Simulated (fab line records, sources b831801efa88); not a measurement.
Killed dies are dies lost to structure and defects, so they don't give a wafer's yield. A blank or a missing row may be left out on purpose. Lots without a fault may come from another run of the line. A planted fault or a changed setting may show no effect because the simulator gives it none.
One fault seen from 2 desks | flow gf180mcu | each desk has only its own numbers; what lay behind them comes last

THE METROLOGY DESK
What the gauges read, lot by lot, whatever tool the lot ran on: means of the sampled wafers that have a number. A lot is out of limits, marked OUT, if its mean lies more than 4 standard deviations from the usual mean; the brackets give that distance. Of its 8 readings 7 are shown: those that lie furthest out on some lot.
Columns: A = MVSD_OVL at GF_MVSD_OVL_MEAS_07, usual 0.0 nm; B = MVSD_TW at GF_MVSD_TW_MEAS_11, usual 1586; C = MVPSD_OVL at GF_MVPSD_OVL_MEAS_07, usual 0.3 nm; D = VT_IMPLANT_OVL at GF_VT_IMPLANT_OVL_MEAS_07, usual -0.1 nm; E = VT_IMPLANT_TW at GF_VT_IMPLANT_TW_MEAS_10, usual 564.9; F = VT_IMPLANT_01_OVL at GF_VT_IMPLANT_OVL_MEAS_18, usual -1.1 nm; G = VT_IMPLANT_2_TW at GF_VT_IMPLANT_TW_MEAS_21, usual 1216
lot  | first seen here | A    | B    | C    | D    | E     | F    | G
L985 | day 5 07:08     | -1.1 | 1579 | -1.5 | -1.3 | 564.8 | -1.5 | 1217
L989 | day 6 04:08     | 0.7  | 1586 | 0.8  | -0.1 | 562.1 | -1.2 | 1216
L100 | day 8 19:41     | 0.6  | 1592 | 1.7  | -1.9 | 563.8 | -0.5 | 1218
L101 | day 9 03:02     | 0.1  | 1590 | 1.3  | -0.6 | 568.4 | 0.2  | 1212
L104 | day 9 18:33     | -0.3 | 1581 | -0.8 | 0.1  | 563.9 | -0.5 | 1199
L105 | day 10 04:31    | 0.1  | 1591 | 0.9  | 1.2  | 565.0 | -1.2 | 1225
This desk's finding: nothing out of limits on any of the 6 lots.

THE TOOL OWNER'S DESK: iline_stepper-01
The tool's own readings at GF_MVPSD_EXPOSE_04 (exposes mask MVPSD, target cd 1000 nm): means of the sampled wafers that have a number, for each lot that ran on this tool. A lot is out of limits, marked OUT, if its mean lies more than 4 standard deviations from the usual mean; the brackets give that distance.
Columns: A = exposure_dose_mJ_cm2 at GF_MVPSD_EXPOSE_04, usual 260.08
lot  | first seen here | A
L985 | day 5 14:20     | 260.05
L989 | day 6 12:13     | 260.14
L100 | day 9 04:11     | 252.31 (-35) OUT
L101 | day 9 12:16     | 252.35 (-35) OUT
This desk's finding: out of limits on L100, L101; first on L100, day 9 04:11 (exposure_dose_mJ_cm2 at GF_MVPSD_EXPOSE_04). In limits: L985, L989.

PUT TOGETHER
The tool owner's desk could have raised an alarm at day 9 04:11, on L100, L101.
The metrology desk saw nothing out of limits.
The metrology desk has L100, L101 on record, within its limits.
Of the lots named, all ran GF_MVPSD_EXPOSE_04 on iline_stepper-01.

WHAT THE SIMULATOR HAD PUT IN
Process parameter drift: iline_stepper-01, from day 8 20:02 on, at GF_MVPSD_EXPOSE_04. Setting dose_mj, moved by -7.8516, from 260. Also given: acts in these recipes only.
Lots struck among those shown: L100, L101.
Hours from the fault's start to each desk's first reading out of limits: the tool owner's desk, 8.
